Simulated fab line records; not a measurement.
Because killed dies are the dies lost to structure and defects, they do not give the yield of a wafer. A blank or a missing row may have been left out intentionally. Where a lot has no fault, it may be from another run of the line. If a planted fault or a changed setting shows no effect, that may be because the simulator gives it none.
fab line records | flow sky130
[record] lots = 12 wafers = 36 last-day = 50
route steps=708 shown FIELD_ISO@24 VT_ADJUST_LVTN@116 LOCAL_INTERCONNECT@400 CONTACT@424
lots untouched by any fault: they come from a run of this same line in which no faults occurred
start-h: the number of hours between the record's first day and the start of the first shown wafer of the lot | wait-h: hours elapsed since this lot's preceding step | " unchanged from the row above | L1.1+2: one row covering several wafers at once | - value missing, or start not given | * or withheld: withheld | < > ~ a bound
route shown NAME@n: names a module that has steps shown in the file, with the first one's number in the route | usual: mean/standard deviation taken from wafers without a fault | same: alike in all rows | chamber/n: place in a boat | sites: each site's reading | _std_site: the standard deviation of these | _edge_site: inner sites' mean taken away from outer sites' mean | radius-mm: how far each site lies from the wafer's centre | mask NAME#n: copy n | behind: tool/chamber where the wafer was last shaped | hold: why the lot went on hold/how many hours it stayed there/how the hold came to an end | device: the n, p or np transistor that did not switch | end of line: at the end of the route, the tests of the same wafers | step lacking rows: just its recipe | killed: the dies lost at the first sort to structure and to defects; this is not the yield of the wafer | map: per-die view of a wafer (x killed, . not killed, _ where there is no die)
set.NAME: the setting that was run; set.NAME@STEP: the one run at that earlier step | model.NAME: the simulator's own value behind a step, which no gauge read
route steps across a sampled set of lots; one table per step, one row per wafer
services: the hour from which a tool's chamber was out of use, counted from the record's first day as start-h (under 0 if before that day), plus the number of hours and why
[[steps]]
[step SKY_FIELD_ISO_THK_MEAS_23]
[recipe] reads = SiO2_of_FIELD_ISO_OXIDATION_22
[usual] FIELD_ISO_OXIDATION_01_THK = 9.91/0.23
// columns lot.wafer tool chamber start-h wait-h FIELD_ISO_OXIDATION_01_THK[nm]
L985.2 film-metro-02 - 35.78 0.0 10.25
L985.3 " - " " 10.13
L985.4 " - " " 10.18
L987.1 film-metro-01 - 53.00 0.0 10.09
L987.3 " - " " 10.11
L987.6 " - " " 10.11
L988.1 film-metro-02 - 56.94 0.0 10.06
L988.5 " - " " 10.26
L988.6 " - " " 10.17
L991.2 film-metro-02 - 69.82 0.0 10.18
L991.4 " - " " 10.11
L991.6 " - " " 10.09
L993.1 film-metro-03 - 88.62 0.0 9.96
L993.2 " - " " 9.87
L993.5 " - " " 9.87
L995.3 film-metro-03 - 88.70 0.1 9.60
L995.4 " - " " 9.66
L995.6 " - " " 9.62
L998.1 film-metro-03 - 106.87 0.0 9.80
L998.2 " - " " 9.69
L998.4 " - " " 9.73
L997.2 film-metro-02 - 106.88 0.0 9.88
L997.3 " - " " 9.83
L997.6 " - " " 9.93
L999.1 film-metro-03 - 114.82 0.0 10.10
L999.2 " - " " 10.32
L999.5 " - " " 10.31
L101.1 film-metro-02 - 120.99 0.0 9.94
L101.4 " - " " 9.80
L101.5 " - " " 9.85
L103.1 film-metro-03 - 133.08 0.0 9.81
L103.2 " - " " 9.85
L103.6 " - " " 10.01
L104.1 film-metro-01 - 136.14 0.0 9.63
L104.5 " - " " 9.76
L104.6 " - " " 9.51
[step SKY_VT_ADJUST_LVTN_IMPLANT_19]
[recipe] species = B energy-kev = 30 dose-cm2 = 6.5e+11 tilt-deg = withheld
// columns lot.wafer tool chamber start-h wait-h
L985.2+3+4 implanter-01 0 163.65 0.0
L987.1+3+6 implanter-03 0 199.10 0.0
L988.1+5+6 implanter-01 0 202.97 0.0
L991.2+4+6 implanter-03 0 215.75 0.0
L993.1+2+5 implanter-01 0 238.52 0.0
L995.3+4+6 implanter-03 0 239.17 0.1
L997.2+3+6 implanter-01 0 265.34 0.0
L998.1+2+4 implanter-03 0 266.42 0.0
L999.1+2+5 implanter-02 0 272.32 0.0
L999.1+2+5 implanter-02 0 272.64 0.3
L101.1+4+5 implanter-02 0 281.32 0.0
L103.1+2+6 implanter-01 0 294.62 0.0
L103.1+2+6 implanter-01 0 294.94 0.3
L104.1+5+6 implanter-03 0 297.69 0.1
[step SKY_VT_ADJUST_LVTN_TW_MEAS_21]
[usual] VT_ADJUST_LVTN_2_TW = 187.6/2.1
// columns lot.wafer tool chamber start-h wait-h VT_ADJUST_LVTN_2_TW
L985.2 film-metro-01 - 163.88 0.1 186.7
L985.3 " - " " 185.6
L985.4 " - " " 187.1
L987.1 film-metro-03 - 199.35 0.1 186.9
L987.3 " - " " 187.0
L987.6 " - " " 186.6
L988.1 film-metro-01 - 203.22 0.1 184.9
L988.5 " - " " 184.7
L988.6 " - " " 185.7
L991.2 film-metro-01 - 215.98 0.1 187.0
L991.4 " - " " 185.5
L991.6 " - " " 185.4
L993.1 film-metro-01 - 238.77 0.1 185.1
L993.2 " - " " 185.2
L993.5 " - " " 186.1
L995.3 film-metro-03 - 239.39 0.1 185.3
L995.4 " - " " 185.7
L995.6 " - " " 186.5
L997.2 film-metro-04 - 265.58 0.1 190.1
L997.3 " - " " 191.1
L997.6 " - " " 190.2
L998.1 film-metro-04 - 266.67 0.1 190.9
L998.2 " - " " 190.2
L998.4 " - " " 190.5
L999.1 film-metro-01 - 273.01 0.1 228.6
L999.2 " - " " 227.3
L999.5 " - " " 228.4
L101.1 film-metro-03 - 281.57 0.1 187.4
L101.4 " - " " 186.3
L101.5 " - " " 187.4
L103.1 film-metro-04 - 295.19 0.1 232.3
L103.2 " - " " 231.6
L103.6 " - " " 230.3
L104.1 film-metro-04 - 297.94 0.1 191.1
L104.5 " - " " 190.7
L104.6 " - " " 190.4
[step SKY_LOCAL_INTERCONNECT_ETCH_13]
[recipe] chemistry = N2/H2 target = BARC ion-energy-ev = 200 bias-w = 100 pressure-mtorr = 30 n2-flow-sccm = 100 h2-flow-sccm = 200 icp-w = 500 stop-on = SiO2 time-s = 45.9 target-depth-a = 600
[usual] drypump-motor-current-A = 5.6/0.63 oes-product-au = 0.855/0.0051 throttle-valve-pct = 13.225/0.009
// columns lot.wafer tool chamber start-h wait-h drypump-motor-current-A oes-product-au rf-hours-counter-h throttle-valve-pct
L985.2 rie-metal-04 0 712.04 0.0 5.7 0.858 4 13.231
L985.3 " 0 " " 5.8 0.857 - 13.226
L985.4 " 1 " " 5.1 0.866 - 13.206
L987.1 rie-metal-03 0 749.65 0.0 6.1 0.856 12 13.241
L987.3 " 0 " " 6.1 0.865 - 13.225
L987.6 " 0 " " 6.1 0.854 - 13.233
L988.1 rie-metal-02 1 758.35 0.0 5.1 0.862 13 13.226
L988.5 " 1 " " 5.1 0.859 - 13.221
L988.6 " 1 " " 5.1 0.861 - 13.229
L991.2 rie-metal-02 1 776.37 0.0 5.1 0.855 - 13.215
L991.4 " 1 " " 5.1 0.852 - 13.224
L991.6 " 1 " " 5.1 0.856 - 13.205
L993.1 rie-metal-04 0 801.79 0.0 5.8 0.857 7 13.226
L993.2 " 1 " " 5.1 0.845 11 13.229
L993.5 " 1 " " 5.0 0.859 - 13.209
L995.3 rie-metal-02 0 804.26 0.0 6.8 0.854 - 13.215
L995.4 " 1 " " 5.1 0.857 - 13.222
L995.6 " 1 " " 5.1 0.854 - 13.231
L997.2 rie-metal-04 1 829.34 0.0 5.0 0.848 13 13.235
L997.3 " 0 " " 5.7 0.859 - 13.240
L997.6 " 1 " " 5.1 0.848 - 13.229
L998.1 rie-metal-03 0 831.94 0.0 6.1 0.850 14 13.232
L998.2 " 1 " " 5.2 0.861 2 13.230
L998.4 " 1 " " 5.2 0.851 - 13.236
L999.1 rie-metal-04 0 837.19 0.0 5.8 0.845 8 13.226
L999.2 " 1 " " 5.0 0.854 13 13.224
L999.5 " 0 " " 5.8 0.857 - 13.224
L101.1 rie-metal-03 1 842.74 0.0 5.2 0.858 2 13.229
L101.4 " 1 " " 5.2 0.846 - 13.235
L101.5 " 1 " " 5.2 0.843 - 13.218
L103.1 rie-metal-03 0 859.19 0.0 6.1 0.857 0 13.214
L103.2 " 1 " " 5.2 0.850 4 13.217
L103.6 " 0 " " 6.0 0.848 - 13.233
L104.1 rie-metal-03 0 865.54 0.0 6.0 0.852 0 13.217
L104.5 " 1 " " 5.2 0.860 - 13.235
L104.6 " 0 " " 6.0 0.860 - 13.220
[step SKY_CONTACT_ETCH_18]
[recipe] target = Si3N4 chemistry = CHF3/O2 stop-on = TiN source-w = 600 bias-w = 200 pressure-mtorr = 40 chf3-flow-sccm = 50 O2_flow_sccm = 5 time-s = 39 target-depth-a = 750
[usual] drypump-motor-current-A = 5.5/0.59 oes-product-au = 0.850/0.0073 throttle-valve-pct = 8.792/0.0094
// columns lot.wafer tool chamber start-h wait-h drypump-motor-current-A oes-product-au rf-hours-counter-h throttle-valve-pct
L985.2 rie-diel-04 3 - - 5.8 0.842 15 8.788
L985.3 " 1 " " 6.0 0.848 39 8.792
L985.4 " 1 " " 6.1 0.859 - 8.788
L987.1 rie-diel-04 1 - - 6.0 0.850 40 8.800
L987.3 " 0 " " 6.0 0.849 25 8.786
L987.6 " 1 " " 6.0 0.858 - 8.802
L988.1 rie-diel-01 3 - - 5.4 0.845 20 8.806
L988.5 " 0 " " 6.5 0.850 - 8.799
L988.6 " 3 " " 5.4 0.854 - 8.803
L991.2 rie-diel-01 3 - - 5.4 0.845 21 8.788
L991.4 " 1 " " 5.1 0.861 12 8.810
L991.6 " 1 " " 5.1 0.863 - 8.790
L993.1 rie-diel-01 3 - - 5.4 0.844 21 8.793
L993.2 " 0 " " 6.5 0.834 4 8.791
L993.5 " 1 " " 5.1 0.863 - 8.813
L995.3 rie-diel-04 2 - - 6.4 0.838 15 8.795
L995.4 " 1 " " 6.0 0.860 1 8.804
L995.6 " 3 " " 5.8 0.842 - 8.778
L997.2 rie-diel-01 3 - - 5.4 0.841 22 8.793
L997.3 " 1 " " 5.2 0.847 13 8.785
L997.6 " 2 " " 5.1 0.842 - 8.794
L998.1 rie-diel-01 1 - - 5.2 0.844 13 8.776
L998.2 " 0 " " 6.5 0.847 5 8.822
L998.4 " 2 " " 5.1 0.853 28 8.791
L999.1 rie-diel-03 3 - - 6.0 0.852 0 8.801
L999.2 " 0 " " 4.7 0.834 18 8.795
L999.5 " 1 " " 4.7 0.845 - 8.796
L101.1 rie-diel-01 1 - - 5.2 0.855 13 8.787
L101.4 " 0 " " 6.5 0.858 - 8.795
L101.5 " 1 " " 5.2 0.862 - 8.785
L103.1 rie-diel-03 1 - - 4.7 0.844 9 8.769
L103.2 " 3 " " 5.9 0.848 1 8.778
L103.6 " 1 " " 4.7 0.846 - 8.793
L104.1 rie-diel-04 2 - - 6.3 0.846 17 8.798
L104.5 " 3 " " 5.8 0.859 - 8.801
L104.6 " 2 " " 6.3 0.852 - 8.793
[[services]]
// columns tool chamber start-h hours kind
rie-diel-01 - 149.55 0.2 repair
rie-diel-01 - 150.11 0.4 repair
rie-diel-01 2 249.22 13.2 repair
rie-metal-03 0 271.85 16.9 repair
rie-diel-01 3 361.58 35.2 repair
rie-diel-01 - 365.12 0.8 repair
implanter-01 - 426.43 4.9 pm
implanter-01 - 440.50 7.7 repair
implanter-01 - 466.44 9.1 repair
rie-diel-01 3 537.01 10.5 repair
implanter-01 - 544.67 2.8 repair
rie-diel-01 1 628.40 26.8 repair
rie-diel-01 0 642.29 3.4 repair
rie-diel-01 1 662.22 7.5 repair
rie-diel-01 0 686.61 6.1 repair
rie-diel-01 0 713.73 3.6 repair
implanter-01 - 743.13 0.9 repair
implanter-01 - 774.54 2.8 repair
implanter-01 - 794.92 1.8 repair
rie-diel-01 1 805.73 5.0 repair
rie-diel-01 1 811.31 5.1 repair
implanter-01 - 820.02 27.7 pm
rie-diel-01 2 841.89 2.5 repair
rie-diel-01 0 874.17 6.3 repair
[[key]]
[first-sign] step = SKY_VT_ADJUST_LVTN_IMPLANT_19 reading = visit direction = added
[effect] step = SKY_VT_ADJUST_LVTN_TW_MEAS_21 reading = VT_ADJUST_LVTN_2_TW direction = up sigmas = 20 usual = 187.6 struck = 229.7
met-at SKY_VT_ADJUST_LVTN_IMPLANT_19
struck-lots L999,L103
tester-left-out L999,L103
not-acting-at SKY_FIELD_ISO_THK_MEAS_23,SKY_LOCAL_INTERCONNECT_ETCH_13,SKY_CONTACT_ETCH_18
[fault] kind = repeated-step-whole tool = implanter-01,implanter-02,implanter-03 chamber = - onset-h = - steps = SKY_VT_ADJUST_LVTN_IMPLANT_19 times = 1 scope = struck-lots-only
// tester-left-out: of these lots the tester's yield and bins aren't shown, on N5 and GAA mostly nor the transistor test; their killed dies are dies lost to structure and defects alone, not to doping, threshold or leakage, so they don't give the yield
